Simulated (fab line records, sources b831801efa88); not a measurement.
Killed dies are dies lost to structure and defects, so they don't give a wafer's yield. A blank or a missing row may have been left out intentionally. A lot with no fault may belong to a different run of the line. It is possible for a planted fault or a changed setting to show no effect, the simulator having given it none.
Which tool was responsible? :: flow sky130 :: 18 wafers sampled from 6 lots at 1 step of a route of 708

WHAT THE GAUGES READ, wafer by wafer
SKY_LI_CONTACT_THK_MEAS_01.
lot: L400
measured: day 28 03:17
on: film metro-04
LI_CONTACT_HDPCVD_THK (nm): 931 936 914

lot: L404
measured: day 30 00:38
on: film metro-01
LI_CONTACT_HDPCVD_THK (nm): 930 921 927

lot: L409
measured: day 30 23:59
on: film metro-01
LI_CONTACT_HDPCVD_THK (nm): 925 927 911

lot: L415
measured: day 34 07:46
on: film metro-04
LI_CONTACT_HDPCVD_THK (nm): 932 939 929

lot: L419
measured: day 34 12:16
on: film metro-01
LI_CONTACT_HDPCVD_THK (nm): 924 921 939

lot: L421
measured: day 34 23:11
on: film metro-02
LI_CONTACT_HDPCVD_THK (nm): 944 944 937

WHAT TOOL EACH LOT RAN ON (gives the tool, then ch and the chambers of the sampled wafers, and finally the start)
The record shows no process step preceding these readings.

THE ANSWER, worked out from the rows above alone
Rule: the lots themselves supply what counts as usual. The widest of any qualifying gaps counts: lots, ordered by their means at a reading, are off when they make up no more than a third of the lots, leave a main group of 4 or more, and stand apart from it by 3 or more times the standard deviation of that group's means. If all means in a main group match to the digits the tables above print for the reading, that group is not used. A lot without any number at a reading at which 4 lots or more have one is off too. Where the step has rows for the other lots, those lots are counted as sound.
None of the lots is off at any reading shown; this tells nothing.

WHAT THE SIMULATOR PUT IN
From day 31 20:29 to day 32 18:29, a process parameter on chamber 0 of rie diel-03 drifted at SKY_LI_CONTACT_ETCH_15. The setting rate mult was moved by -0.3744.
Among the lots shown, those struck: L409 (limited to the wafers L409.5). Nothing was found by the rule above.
